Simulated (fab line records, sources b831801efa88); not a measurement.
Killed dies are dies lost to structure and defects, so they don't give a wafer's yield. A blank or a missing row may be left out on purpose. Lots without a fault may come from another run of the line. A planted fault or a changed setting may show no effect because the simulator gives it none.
fab line records | flow gf180mcu
record lots=14 wafers=42 last_day=34
route steps=602 shown V1@353 M2@362 V2@384
lots that met no fault: from a run of the same line without faults
start_h: hours from the record's first day to the start of the lot's first wafer shown | wait_h: hours since the lot's step before | " the same as in the row above | L1.1+2: a row that stands for several wafers | - no value, or no start given | * or withheld: withheld | < > ~ a bound
route shown NAME@n: a module of which the file shows steps, and the number in the route of the first | usual: mean/standard deviation of fault-free wafers | same: alike in all rows | chamber/n: place in a boat | sites: the reading at each site | _std_site: their standard deviation | _edge_site: outer sites' mean less inner sites' | radius_mm: how far each site lies from the wafer's centre | mask NAME#n: copy n | behind: the tool/chamber that last shaped the wafer | hold: why the lot was held/for how many hours/how that ended | device: the transistor (n, p or np) that didn't switch | end of line: the same wafers' tests at the end of the route | a step without rows: its recipe alone | killed: dies lost to structure and defects at the first sort, not the wafer's yield | map: a wafer's dies, x killed, . not, _ none there
set.NAME: the setting as run; set.NAME@STEP: as run at that earlier step | model.NAME: the simulator's own value behind a step, which no gauge read
steps of the route over a sample of lots; a table a step, a row a wafer
services: from which hour (start_h, from the record's first day; less than 0 if before it) a tool's chamber was out of use, for how many hours, and why
## steps
# step GF_V1_STRIP_18
# recipe chemistry=O2/N2 power_w=1400 pressure_mtorr=1500 platen_temp_c=250 o2_flow_sccm=3000 n2_flow_sccm=300 overash_fraction=0.5
# usual drypump_motor_current_A=6.1/0.45 heater_power_w=330/34 oes_product_au=0.593/0.0045
# columns lot.wafer tool chamber start_h wait_h drypump_motor_current_A heater_power_w oes_product_au rf_hours_counter_h
L793.1 plasma_asher-02 0 408.66 - 6.8 350 0.594 74
L793.2 " 1 " " 6.5 358 0.597 74
L793.4 " 0 " " 6.8 354 0.593 -
L795.1 plasma_asher-01 0 430.55 - 5.7 294 0.590 67
L795.4 " 0 " " 5.7 306 0.596 -
L795.6 " 1 " " 5.9 316 0.595 -
L796.4 plasma_asher-02 1 434.88 - 6.5 358 0.589 -
L796.5 " 1 " " 6.5 360 0.595 -
L796.6 " 0 " " 6.9 356 0.598 -
L799.1 plasma_asher-02 0 474.60 - 6.8 358 0.588 81
L799.5 " 0 " " 6.8 350 0.596 -
L799.6 " 1 " " 6.5 353 0.600 -
L802.1 plasma_asher-02 0 503.56 - 6.8 354 0.589 83
L802.2 " 1 " " 6.5 362 0.591 83
L802.5 " 0 " " 6.8 357 0.593 -
L803.3 plasma_asher-03 0 503.97 - 5.7 360 0.588 -
L803.5 " 1 " " 5.7 268 0.600 -
L803.6 " 0 " " 5.8 367 0.589 -
L804.3 plasma_asher-02 0 515.52 - 6.8 362 0.589 -
L804.5 " 1 " " 6.5 361 0.601 -
L804.6 " 0 " " 6.8 356 0.597 -
L807.1 plasma_asher-01 1 542.36 - 5.9 321 0.591 79
L807.2 " 0 " " 5.7 303 0.592 79
L807.5 " 0 " " 5.7 301 0.596 -
L808.1 plasma_asher-03 1 544.60 - 5.7 275 0.594 12
L808.2 " 0 " " 5.8 363 0.599 12
L808.5 " 0 " " 5.8 365 0.600 -
L810.1 plasma_asher-03 1 561.33 - 5.7 277 0.593 14
L810.3 " 1 " " 5.7 268 0.587 -
L810.4 " 0 " " 5.8 361 0.593 -
L812.2 plasma_asher-03 1 575.20 - 5.7 271 0.599 15
L812.5 " 0 " " 5.8 358 0.599 -
L812.6 " 1 " " 5.7 273 0.596 -
L813.1 plasma_asher-01 1 590.50 - 5.9 325 0.593 85
L813.4 " 0 " " 5.8 308 0.595 -
L813.5 " 1 " " 5.9 313 0.594 -
L814.1 plasma_asher-03 0 592.65 - 5.7 358 0.595 17
L814.4 " 0 " " 5.8 360 0.588 -
L814.6 " 0 " " 5.7 359 0.593 -
L815.1 plasma_asher-01 0 600.70 - 5.8 298 0.598 86
L815.3 " 1 " " 5.9 322 0.600 -
L815.5 " 0 " " 5.7 313 0.587 -
# step GF_M2_SPUTTER_00
# recipe material=Ti target_thk_nm=37.5 arriving_ion_energy_ev=80 substrate_temp_c=200 chamber_pressure_pa=2 power_w=4000 time_s=150
# usual throttle_valve_pct=30.0/0.95
# same time_s=150
# columns lot.wafer tool chamber start_h wait_h throttle_valve_pct
L793.1 pvd_sputter-02 - 409.89 0.1 30.0
L793.2 " - " " 28.0
L793.4 " - " " 29.6
L795.1 pvd_sputter-04 - 431.78 0.2 30.1
L795.4 " - " " 29.5
L795.6 " - " " 30.6
L796.4 pvd_sputter-04 - 436.08 0.2 29.3
L796.5 " - " " 29.2
L796.6 " - " " 30.4
L799.1 pvd_sputter-04 - 475.86 0.1 30.8
L799.5 " - " " 30.0
L799.6 " - " " 30.6
L802.1 pvd_sputter-04 - 504.79 0.2 30.6
L802.2 " - " " 30.6
L802.5 " - " " 29.4
L803.3 pvd_sputter-02 - 505.16 0.1 30.0
L803.5 " - " " 29.9
L803.6 " - " " 29.4
L804.3 pvd_sputter-03 - 516.72 0.2 28.5
L804.5 " - " " 30.1
L804.6 " - " " 28.4
L807.1 pvd_sputter-04 - 543.59 0.2 29.2
L807.2 " - " " 30.7
L807.5 " - " " 29.2
L808.1 pvd_sputter-04 - 545.82 0.1 29.4
L808.2 " - " " 30.5
L808.5 " - " " 29.4
L810.1 pvd_sputter-02 - 562.57 0.1 28.0
L810.3 " - " " 29.3
L810.4 " - " " 30.2
L812.2 pvd_sputter-02 - 576.42 0.1 29.5
L812.5 " - " " 30.0
L812.6 " - " " 28.2
L813.1 pvd_sputter-04 - 591.75 0.2 30.3
L813.4 " - " " 29.2
L813.5 " - " " 30.3
L814.1 pvd_sputter-03 - 593.90 0.2 28.6
L814.4 " - " " 30.1
L814.6 " - " " 32.2
L815.1 pvd_sputter-03 - 601.97 0.2 30.4
L815.3 " - " " 30.3
L815.5 " - " " 30.5
# step GF_V2_CVD_02
# recipe material=SiO2 target_thk_nm=850 precursor=TEOS temp_c=400 time_s=94.851 rf_w=600
# usual heater_power_w=645/130
# columns lot.wafer tool chamber start_h wait_h heater_power_w
L793.1 pecvd-04 0 435.22 0.1 765
L793.2 " 1 " " 551
L793.4 " 1 " " 574
L795.1 pecvd-01 2 457.42 0.1 522
L795.4 " 2 " " 563
L795.6 " 0 " " 436
L796.4 pecvd-01 2 461.53 0.1 519
L796.5 " 1 " " 710
L796.6 " 0 " " 554
L799.1 pecvd-03 0 500.64 0.1 578
L799.5 " 1 " " 697
L799.6 " 2 " " 906
L802.1 pecvd-01 0 529.44 0.1 555
L802.2 " 2 " " 468
L802.5 " 2 " " 506
L803.3 pecvd-03 0 529.89 0.0 659
L803.5 " 2 " " 902
L803.6 " 0 " " 693
L804.3 pecvd-03 1 541.24 0.0 677
L804.5 " 1 " " 718
L804.6 " 2 " " 915
L807.1 pecvd-01 2 566.13 0.1 443
L807.2 " 0 " " 537
L807.5 " 0 " " 557
L808.1 pecvd-01 0 569.71 0.1 517
L808.2 " 2 " " 514
L808.5 " 0 " " 563
L810.1 pecvd-01 0 585.83 0.1 552
L810.3 " 1 " " 652
L810.4 " 2 " " 552
L812.2 pecvd-04 2 598.97 0.0 759
L812.5 " 2 " " 779
L812.6 " 1 " " 534
L813.1 pecvd-03 0 614.29 0.1 694
L813.4 " 0 " " 712
L813.5 " 1 " " 709
L814.1 pecvd-01 1 615.56 0.1 636
L814.4 " 1 " " 672
L814.6 " 2 " " 539
L815.1 pecvd-01 0 622.83 0.1 521
L815.3 " 2 " " 524
L815.5 " 1 " " 785
# step GF_V2_THK_MEAS_03
# recipe reads=SiO2_of_V2_CVD_02
# usual V2_CVD_02_THK=852/11
# columns lot.wafer tool chamber start_h wait_h V2_CVD_02_THK[nm]
L793.1 film_metro-04 - 435.28 0.0 839
L793.2 " - " " 846
L793.4 " - " " 862
L795.1 film_metro-04 - 457.48 0.0 848
L795.4 " - " " 859
L795.6 " - " " 859
L796.4 film_metro-02 - 461.65 0.1 852
L796.5 " - " " 854
L796.6 " - " " 848
L799.1 film_metro-02 - 500.71 0.0 859
L799.5 " - " " 871
L799.6 " - " " 878
L802.1 film_metro-04 - 529.51 0.0 847
L802.2 " - " " 836
L802.5 " - " " 854
L803.3 film_metro-04 - 529.99 0.1 519
L803.5 " - " " 532
L803.6 " - " " 515
L804.3 film_metro-02 - 541.33 0.1 526
L804.5 " - " " 522
L804.6 " - " " 537
L807.1 film_metro-02 - 566.20 0.0 849
L807.2 " - " " 852
L807.5 " - " " 878
L808.1 film_metro-04 - 569.78 0.0 835
L808.2 " - " " 830
L808.5 " - " " 858
L810.1 film_metro-04 - 585.90 0.0 846
L810.3 " - " " 835
L810.4 " - " " 863
L812.2 film_metro-01 - 599.05 0.0 848
L812.5 " - " " 855
L812.6 " - " " 865
L813.1 film_metro-01 - 614.36 0.0 855
L813.4 " - " " 868
L813.5 " - " " 863
L814.1 film_metro-01 - 615.63 0.0 852
L814.4 " - " " 852
L814.6 " - " " 862
L815.1 film_metro-01 - 622.90 0.0 852
L815.3 " - " " 847
L815.5 " - " " 850
# step GF_V2_OVL_MEAS_15
# usual V2_OVL=1/5.9
# columns lot.wafer tool chamber start_h wait_h V2_OVL[nm]
L793.1 overlay-01 - 460.77 0.1 3
L793.2 " - " " 5
L793.4 " - " " -1
L795.1 overlay-02 - 481.87 0.1 6
L795.4 " - " " 7
L795.6 " - " " 9
L796.4 overlay-01 - 486.70 0.1 -13
L796.5 " - " " -8
L796.6 " - " " -12
L799.1 overlay-02 - 523.85 0.1 -1
L799.5 " - " " 5
L799.6 " - " " 0
L802.1 overlay-02 - 553.03 0.1 -9
L802.2 " - " " 7
L802.5 " - " " -8
L803.3 overlay-02 - 553.69 0.1 -2
L803.5 " - " " -2
L803.6 " - " " 0
L804.3 overlay-02 - 564.34 0.1 6
L804.5 " - " " 12
L804.6 " - " " 3
L807.1 overlay-02 - 588.28 0.1 2
L807.2 " - " " -4
L807.5 " - " " 1
L808.1 overlay-01 - 591.95 0.1 -2
L808.2 " - " " 3
L808.5 " - " " 3
L810.1 overlay-02 - 607.87 0.1 4
L810.3 " - " " 0
L810.4 " - " " 3
L812.2 overlay-01 - 619.65 0.1 3
L812.5 " - " " 8
L812.6 " - " " -2
L813.1 overlay-01 - 635.75 0.1 1
L813.4 " - " " -3
L813.5 " - " " -3
L814.1 overlay-01 - 636.14 0.1 -11
L814.4 " - " " 2
L814.6 " - " " 7
L815.1 overlay-02 - 643.19 0.1 -2
L815.3 " - " " 1
L815.5 " - " " 4
# step GF_V2_ETCH_17
# recipe chemistry=C4F8/O2/Ar mask_material=KrF target=SiO2 stop_on=TiN source_w=1500 bias_w=1200 pressure_mtorr=40 c4f8_flow_sccm=withheld O2_flow_sccm=6 Ar_flow_sccm=300 time_s=withheld target_depth_a=6300
# usual oes_product_au=0.856/0.0046
# columns lot.wafer tool chamber start_h wait_h oes_product_au
L793.1 rie_diel-03 3 - - 0.859
L793.2 " 2 " " 0.861
L793.4 " 0 " " 0.857
L795.1 rie_diel-04 0 - - 0.853
L795.4 " 1 " " 0.855
L795.6 " 0 " " 0.861
L796.4 rie_diel-04 3 - - 0.852
L796.5 " 3 " " 0.858
L796.6 " 2 " " 0.861
L799.1 rie_diel-01 1 - - 0.856
L799.5 " 3 " " 0.847
L799.6 " 2 " " 0.853
L802.1 rie_diel-01 1 - - 0.853
L802.2 " 3 " " 0.858
L802.5 " 1 " " 0.851
L803.3 rie_diel-03 0 - - 0.775
L803.5 " 2 " " 0.789
L803.6 " 3 " " 0.765
L804.3 rie_diel-04 0 - - 0.773
L804.5 " 0 " " 0.760
L804.6 " 3 " " 0.796
L807.1 rie_diel-01 1 - - 0.853
L807.2 " 2 " " 0.856
L807.5 " 1 " " 0.859
L808.1 rie_diel-01 1 - - 0.852
L808.2 " 2 " " 0.857
L808.5 " 1 " " 0.853
L810.1 rie_diel-03 0 - - 0.858
L810.3 " 2 " " 0.859
L810.4 " 1 " " 0.861
L812.2 rie_diel-01 2 - - 0.858
L812.5 " 0 " " 0.850
L812.6 " 2 " " 0.855
L813.1 rie_diel-01 2 - - 0.857
L813.4 " 1 " " 0.850
L813.5 " 1 " " 0.854
L814.1 rie_diel-04 3 - - 0.858
L814.4 " 2 " " 0.857
L814.6 " 0 " " 0.856
L815.1 rie_diel-03 3 - - 0.856
L815.3 " 2 " " 0.858
L815.5 " 0 " " 0.855
## services
# columns tool chamber start_h hours kind
pecvd-03 - 386.86 23.1 repair
rie_diel-01 - 396.11 14.1 repair
rie_diel-01 1 404.81 14.8 repair
rie_diel-01 - 411.89 0.2 repair
plasma_asher-03 - 421.25 9.0 pm
plasma_asher-03 - 450.34 0.6 repair
pecvd-03 - 459.51 3.2 repair
rie_diel-04 1 459.76 12.7 repair
pvd_sputter-04 - 482.27 6.6 repair
plasma_asher-03 - 488.28 3.0 repair
rie_diel-03 3 507.00 6.6 repair
pvd_sputter-02 - 509.57 7.5 repair
pvd_sputter-04 - 513.08 6.4 repair
plasma_asher-01 - 531.23 1.0 repair
plasma_asher-01 - 537.80 2.8 pm
pvd_sputter-02 - 538.51 15.4 repair
plasma_asher-02 - 541.26 15.6 pm
rie_diel-01 2 543.90 1.3 repair
rie_diel-01 3 556.15 5.2 repair
rie_diel-01 0 586.39 27.2 repair
pecvd-01 - 591.12 14.0 pm
rie_diel-01 1 612.87 10.1 repair
pvd_sputter-04 - 636.98 5.3 repair
plasma_asher-03 - 637.10 18.0 repair
## key
first_sign step=GF_V2_THK_MEAS_03 reading=V2_CVD_02_THK direction=down sigmas=29 usual=852 struck=525
effect step=GF_V2_ETCH_17 reading=oes_product_au direction=down sigmas=17 usual=0.856 struck=0.776
met_at GF_V2_CVD_02
struck_lots L803,L804
sort_left_out L803.3,L803.5,L803.6,L804.3,L804.5,L804.6
not_acting_at GF_V1_STRIP_18,GF_M2_SPUTTER_00,GF_V2_OVL_MEAS_15
onset_between 500.64 529.89
fault kind=process_parameter_drift tool=pecvd-03 chamber=- onset_h=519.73 steps=GF_V2_CVD_02 channel=target_thk_nm offset=-327.57 shape=step end_h=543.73 acts_in=these_recipes_only stated=850
# sort_left_out: the simulated sort isn't trusted on such a fault, so these wafers' sort isn't shown, and their yield isn't known
